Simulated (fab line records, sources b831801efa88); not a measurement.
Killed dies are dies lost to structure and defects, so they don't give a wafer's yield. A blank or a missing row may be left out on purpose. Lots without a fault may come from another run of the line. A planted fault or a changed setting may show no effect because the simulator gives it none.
Which tool did it? | flow gf180mcu | 14 lots, 42 wafers sampled, at 5 steps of a route of 602

WHAT THE GAUGES READ, wafer by wafer
GF_VT_IMPLANT_OVL_MEAS_07. Usual: VT_IMPLANT_OVL 1.3 nm, standard deviation 1.8.
lot  | measured     | on         | VT_IMPLANT_OVL (nm)  | flag
L313 | day 5 12:44  | overlay-02 | 1.5 2.0 2.8          |
L314 | day 5 20:20  | overlay-01 | 3.0 3.4 2.9          |
L315 | day 5 22:58  | overlay-01 | 0.2 -0.2 -0.5        |
L316 | day 6 09:13  | overlay-02 | 2.7 2.8 3.4          |
L318 | day 7 02:22  | overlay-01 | 2.2 1.8 -0.2         |
L317 | day 7 02:34  | overlay-02 | -1.6 -1.7 -1.7       |
L319 | day 7 18:37  | overlay-02 | 0.3 -0.6 -1.8        |
L321 | day 8 01:46  | overlay-01 | 2.3 4.2 4.4          |
L324 | day 8 13:49  | overlay-02 | -139.4 -141.0 -141.8 | OFF
L328 | day 9 14:12  | overlay-02 | -138.8 -141.6 -139.9 | OFF
L330 | day 9 23:31  | overlay-01 | 1.0 1.4 3.6          |
L331 | day 10 07:19 | overlay-01 | 0.8 1.1 1.9          |
L332 | day 10 13:58 | overlay-02 | 5.6 2.7 2.5          |
L335 | day 11 07:04 | overlay-02 | 1.3 3.9 1.5          |

GF_VT_IMPLANT_RS_MEAS_49: measures by four-point-probe. Usual: MVPSD_RS 1169 ohm/sq, standard deviation 3.5.
lot  | measured     | on            | MVPSD_RS (ohm/sq) | flag
L313 | day 7 11:52  | film_metro-04 | 1172 1173 1171    |
L314 | day 7 20:27  | film_metro-02 | 1168 1169 1168    |
L315 | day 7 22:37  | film_metro-03 | 1165 1167 1165    |
L316 | day 8 10:07  | film_metro-03 | 1175 1177 1176    |
L318 | day 9 05:16  | film_metro-03 | 1168 1168 1168    |
L317 | day 9 05:22  | film_metro-02 | 1172 1170 1170    |
L319 | day 9 22:47  | film_metro-03 | 1171 1174 1168    |
L321 | day 10 06:35 | film_metro-02 | 1165 1168 1166    |
L324 | day 10 20:20 | film_metro-03 | 1175 1179 1174    |
L328 | day 11 23:04 | film_metro-03 | 1171 1170 1170    |
L330 | day 12 08:47 | film_metro-02 | 1166 1169 1169    |
L331 | day 12 15:53 | film_metro-03 | 1170 1170 1173    |
L332 | day 12 23:49 | film_metro-04 | 1170 1173 1171    |
L335 | day 13 18:16 | film_metro-02 | 1164 1164 1162    |

GF_HV_LDD_OVL_MEAS_47. Usual: HV_LDD_03_OVL -0.2 nm, standard deviation 1.5.
lot  | measured     | on         | HV_LDD_03_OVL (nm) | flag
L313 | day 12 05:14 | overlay-01 | 1.2 1.2 1.8        |
L314 | day 12 17:25 | overlay-01 | 1.4 0.0 1.2        |
L315 | day 12 20:49 | overlay-01 | -2.4 0.2 -0.5      |
L316 | day 13 13:04 | overlay-01 | 1.0 1.1 1.0        |
L318 | day 14 09:04 | overlay-02 | -3.1 -2.8 -2.5     |
L317 | day 14 11:37 | overlay-02 | -1.6 1.2 -1.5      |
L319 | day 15 11:19 | overlay-01 | -0.5 -0.6 -3.6     |
L321 | day 15 21:28 | overlay-02 | 1.1 0.8 1.5        |
L324 | day 16 10:56 | overlay-01 | -1.7 -1.1 -0.2     |
L328 | day 17 17:14 | overlay-01 | -1.9 -1.5 -0.9     |
L330 | day 18 02:40 | overlay-01 | 1.5 0.8 0.8        |
L331 | day 18 13:23 | overlay-01 | -1.6 0.5 0.1       |
L332 | day 18 19:19 | overlay-02 | -1.7 1.3 0.2       |
L335 | day 19 18:34 | overlay-01 | 1.1 1.9 2.9        |

WHICH TOOL RAN EACH LOT (tool, then ch and the chambers of the sampled wafers, then the start)
lot  | GF_VT_IMPLANT_EXPOSE_04             | GF_VT_IMPLANT_STRIP_20
L313 | iline_stepper-01 ch 0, day 5 05:29  | plasma_asher-04 ch 0,1, day 6 04:05
L314 | iline_stepper-01 ch 0, day 5 13:27  | plasma_asher-03 ch 0,1, day 6 11:23
L315 | iline_stepper-02 ch 0, day 5 16:11  | plasma_asher-04 ch 0,1, day 6 14:20
L316 | iline_stepper-01 ch 0, day 6 01:53  | plasma_asher-04 ch 0,1, day 7 00:56
L318 | iline_stepper-01 ch 0, day 6 18:31  | plasma_asher-03 ch 0,1, day 7 19:06
L317 | iline_stepper-02 ch 0, day 6 18:47  | plasma_asher-04 ch 0,1, day 7 19:11
L319 | iline_stepper-01 ch 0, day 7 10:41  | plasma_asher-03 ch 0,1, day 8 10:59
L321 | iline_stepper-01 ch 0, day 7 18:02  | plasma_asher-04 ch 0,1, day 8 18:05
L324 | iline_stepper-02 ch 0, day 8 06:10  | plasma_asher-03 ch 0,1, day 9 07:20
L328 | iline_stepper-02 ch 0, day 9 06:20  | plasma_asher-03 ch 0,1, day 10 08:36
L330 | iline_stepper-01 ch 0, day 9 14:50  | plasma_asher-03 ch 0, day 10 17:50
L331 | iline_stepper-01 ch 0, day 9 23:13  | plasma_asher-03 ch 0,1, day 11 01:56
L332 | iline_stepper-01 ch 0, day 10 05:07 | plasma_asher-03 ch 0,1, day 11 08:44
L335 | iline_stepper-01 ch 0, day 10 22:04 | plasma_asher-02 ch 0,1, day 12 02:02
- GF_VT_IMPLANT_EXPOSE_04: exposes mask LVPWELL LV AREA, target cd 600 nm.
- GF_VT_IMPLANT_STRIP_20: strips in O2/N2.

WHAT THE TOOLS THEMSELVES READ (means of the sampled wafers that have a number; where no wafer has one, the mark that the record gives instead)
GF_VT_IMPLANT_STRIP_20. Usual: drypump_motor_current_A 5.6 A, standard deviation 0.42; heater_power_w 343 W, standard deviation 55; oes_product_au 0.716 a.u., standard deviation 0.0043; strip_time_to_endpoint_s 12.64 s, standard deviation 0.031.
lot  | tool            | drypump_motor_current_A (A) | heater_power_w (W) | oes_product_au (a.u.) | strip_time_to_endpoint_s (s) | flag
L313 | plasma_asher-04 | 5.2                         | 302                | 0.716                 | 12.60                        |
L314 | plasma_asher-03 | 5.6                         | 406                | 0.717                 | 12.64                        |
L315 | plasma_asher-04 | 5.2                         | 304                | 0.712                 | 12.65                        |
L316 | plasma_asher-04 | 5.1                         | 301                | 0.716                 | 12.61                        |
L318 | plasma_asher-03 | 5.6                         | 398                | 0.716                 | 12.61                        |
L317 | plasma_asher-04 | 5.2                         | 303                | 0.716                 | 12.64                        |
L319 | plasma_asher-03 | 5.6                         | 402                | 0.717                 | 12.64                        |
L321 | plasma_asher-04 | 5.7                         | 310                | 0.714                 | 12.64                        |
L324 | plasma_asher-03 | 5.6                         | 406                | 0.712                 | 12.60                        |
L328 | plasma_asher-03 | 5.6                         | 367                | 0.715                 | 12.64                        |
L330 | plasma_asher-03 | 5.7                         | 434                | 0.714                 | 12.68                        |
L331 | plasma_asher-03 | 5.5                         | 366                | 0.716                 | 12.67                        |
L332 | plasma_asher-03 | 5.6                         | 374                | 0.718                 | 12.62                        |
L335 | plasma_asher-02 | 5.9                         | 294                | 0.720                 | 12.68                        |

THE ANSWER, worked out from the rows above alone
Rule: a lot is off if the mean of its wafers that have a number lies more than 3 standard deviations from the usual mean. A lot without any number at a reading at which 4 lots or more have one is off too. The other lots that the step has rows for count as sound. The gauges are gone through in route order, then the tools' own readings, and for those a lot's mean is taken as printed above. The first step at which some lot is off is used, and at that step the reading that is off furthest; a lot without a number counts as furthest.
Off: L324, L328, at GF_VT_IMPLANT_OVL_MEAS_07 (VT_IMPLANT_OVL).
A tool fits if, at a process step before that reading, it ran every lot that is off, and no sound lot after the first of them. The gauges at GF_VT_IMPLANT_OVL_MEAS_07 are tried like those tools. One fits: iline_stepper-02 at GF_VT_IMPLANT_EXPOSE_04. Its last sound lot is L317 (day 6 18:47), its first lot that is off L324 (day 8 06:10): a fault that began between those two fits.

WHAT THE SIMULATOR HAD PUT IN
Scanner matching overlay: iline_stepper-02, from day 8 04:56 on, at GF_VT_IMPLANT_EXPOSE_04. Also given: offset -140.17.
Lots struck among those shown: L324, L328. The rule above found the same.
